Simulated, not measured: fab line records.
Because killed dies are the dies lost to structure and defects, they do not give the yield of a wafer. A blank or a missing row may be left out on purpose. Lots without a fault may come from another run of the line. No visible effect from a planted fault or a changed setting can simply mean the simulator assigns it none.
Struck lot and sound lot, side by side :: flow sky130 :: 33 steps out of a route of 708
Sound: wafers L582.1, L582.2, L582.5. Struck: wafers L594.2, L594.3, L594.4. The cause is named last.
Per side, at each step with rows, come the tool, then ch with its chambers, and then its first start. Under that, the readings that differ: sound wafers :: struck wafers :: difference of the means :: sigmas: that difference in standard deviations of wafers without a fault.
alike: a reading whose means differ by less than 2 such deviations, as well as words and numbers matching on both sides. not compared: withheld readings; readings where some wafer has no value; bounds like >300 that might hide an equal value; numbers whose values overlap and for which the record gives no deviation.
The two part at a step that has a row with sigmas, a row that says differs or no value, or rows on one side only. Numbers that don't overlap but have no deviation are shown without sigmas and don't part them. Lack of a reading on every wafer of one side parts them only where that side has two or more wafers.

first, 4 steps without rows for these wafers: SKY_LOCAL_INTERCONNECT_SOFTBAKE_07 (time 90 s); SKY_LOCAL_INTERCONNECT_EXPOSE_08 (exposes mask LI1M, target cd 170 nm); SKY_LOCAL_INTERCONNECT_PEB_09; SKY_LOCAL_INTERCONNECT_DEVELOP_10 (develop time 60 s).
SKY_LOCAL_INTERCONNECT_CD_MEAS_11 targets a cd of 170 nm.
  struck on cdSem-02, day 35 15:49; sound on cdSem-02, day 32 19:11
  alike: cdNm
SKY_LOCAL_INTERCONNECT_OVL_MEAS_12:
  struck on overlay-02, day 35 15:55; sound on overlay-01, day 32 19:19
  alike: LOCAL_INTERCONNECT_OVL
then, 1 step without rows for these wafers: SKY_LOCAL_INTERCONNECT_ETCH_13 (etches BARC in N2/H2, stops on SiO2, time 45.9 s, target depth 60 nm).
SKY_LOCAL_INTERCONNECT_METAL_ETCH_14: etches TiN in Cl2/BCl3, stops on PSG, target depth 110 nm, time 31.4 s.
  sound on rieMetal-02 ch 0,1, day 32 19:25; struck on rieMetal-02 ch 1, day 35 16:06
  alike: drypumpMotorCurrentA, oesProductAu, throttleValvePct
  not compared: rfHoursCounterH
SKY_LOCAL_INTERCONNECT_STRIP_15: strips in O2/N2.
  sound on plasmaAsher-02 ch 0,1, day 32 19:28; struck on plasmaAsher-02 ch 0,1, day 35 16:11
reading: oesProductAu (a.u.)
sound: 0.432 0.433 0.429
struck: 0.421 0.425 0.421
difference: -0.009
sigmas: -2
  alike: drypumpMotorCurrentA, stripTimeToEndpointS
  not compared: rfHoursCounterH
then, 3 steps without rows for these wafers: SKY_LOCAL_INTERCONNECT_STRIP_16 (strips in post etch residue remover, time 1200 s); SKY_LOCAL_INTERCONNECT_CLEAN_17 (cleans in IPA, time 180 s); SKY_LOCAL_INTERCONNECT_CLEAN_18 (cleans in O3/DIW).
SKY_CONTACT_CVD_00: deposits Si3N4, target thk 75 nm.
  sound on pecvd-01 ch 0,1,2, day 32 20:03; struck on pecvd-03 ch 0,1, day 35 16:00
  alike: heaterPowerOuterW, heaterPowerW
SKY_CONTACT_THK_MEAS_01:
  struck on filmMetro-02, day 35 17:01; sound on filmMetro-04, day 32 20:05
reading: CONTACT_CVD_00_THK (nm)
sound: 73.8 74.0 74.8
struck: 150.4 150.4 152.0
difference: +76.7
sigmas: +87
then, 1 step without rows for these wafers: SKY_CONTACT_HDPCVD_02 (deposits SiO2, target thk 565 nm, time 94.2 s).
SKY_CONTACT_THK_MEAS_03:
  struck on filmMetro-01, day 35 17:09; sound on filmMetro-02, day 32 20:13
  alike: CONTACT_HDPCVD_THK
SKY_CONTACT_CMP_04: polishes SiO2.
  sound on cmp-01 ch 1,3, day 32 20:16; struck on cmp-02 ch 0,1,3, day 35 17:12
  alike: motorCurrentA, timeToEndpointS
SKY_CONTACT_BOW_MEAS_05:
  struck on filmMetro-02, day 35 17:31; sound on filmMetro-02, day 32 20:34
  alike: CONTACT_BOW
then, 8 steps without rows for these wafers: SKY_CONTACT_DEHYDRATE_06 (time 60 s); SKY_CONTACT_HMDS_07 (prime time 60 s); SKY_CONTACT_COAT_08 (resist thk 60 nm); SKY_CONTACT_COAT_09 (resist thk 450 nm); SKY_CONTACT_SOFTBAKE_10 (time 90 s); SKY_CONTACT_EXPOSE_11 (exposes mask CTM1, target cd 170 nm); SKY_CONTACT_PEB_12; SKY_CONTACT_DEVELOP_13 (develop time 60 s).
SKY_CONTACT_CD_MEAS_14 targets a cd of 170 nm.
  struck on cdSem-01, day 36 18:49; sound on cdSem-02, day 33 23:53
  alike: cdNm
SKY_CONTACT_OVL_MEAS_15:
  struck on overlay-02, day 36 18:55; sound on overlay-01, day 34 00:01
  alike: CONTACT_OVL
then, 1 step without rows for these wafers: SKY_CONTACT_ETCH_16 (etches BARC in N2/H2, stops on SiO2, time 45.9 s, target depth 60 nm).
SKY_CONTACT_ETCH_17: etches SiO2 in C4F8/O2/Ar, stops on Si3N4, target depth 340 nm.
  sound on rieDiel-03 ch 1,2,3, day 34 00:05; struck on rieDiel-03 ch 0,1,3, day 36 18:59
  alike: oesProductAu
SKY_CONTACT_ETCH_18: etches Si3N4 in CHF3/O2, stops on TiN, time 39 s, target depth 75 nm.
  sound on rieDiel-03 ch 1,2,3; struck on rieDiel-03 ch 0,1,3
reading: oesProductAu (a.u.)
sound: 0.850 0.848 0.853
struck: 1.006 0.998 0.997
difference: +0.150
sigmas: +21

reading: throttleValvePct (%)
sound: 8.791 8.788 8.798
struck: 8.814 8.836 8.826
difference: +0.033
sigmas: +3

reading: model.etch.depthNm (nm)
sound: 73.71 74.02 74.81
struck: 98.17 97.38 97.05
difference: +23.35
sigmas: 
  alike: drypumpMotorCurrentA
  not compared: rfHoursCounterH
SKY_CONTACT_STRIP_19: strips in O2/N2.
  sound on plasmaAsher-03 ch 0,1, day 34 00:11; struck on plasmaAsher-02 ch 0,1, day 36 19:05
  alike: drypumpMotorCurrentA, oesProductAu, stripTimeToEndpointS
  not compared: rfHoursCounterH
-- the record jumps here: 13 days lie between the struck wafers' starts before and after (it left off in module CONTACT and takes up again in module PAD_OPEN, whose first step shown is number 708 of the route) --
SKY_PAD_OPEN_PROBE_99:
  struck on prober-02, day 49 13:09; sound on prober-01, day 47 14:51
reading: killedAtContacts
sound: 27 23 23
struck: 421 423 432
difference: +401
sigmas: +74

reading: killedDies
sound: 81 84 80
struck: 492 492 492
difference: +410
sigmas: +44

reading: killedOnRim
sound: 10 19 21
struck: 96 96 96
difference: +79
sigmas: +19
  alike: killed_at_M0_to_M3, killed_at_M4_up, killedAtFrontEnd, killedAtOther, killedOpen, killedShort

== WHERE THEY PART ==
Earliest at SKY_LOCAL_INTERCONNECT_STRIP_15; latest, in this record, at SKY_PAD_OPEN_PROBE_99.

WHY: the cause the simulator had injected
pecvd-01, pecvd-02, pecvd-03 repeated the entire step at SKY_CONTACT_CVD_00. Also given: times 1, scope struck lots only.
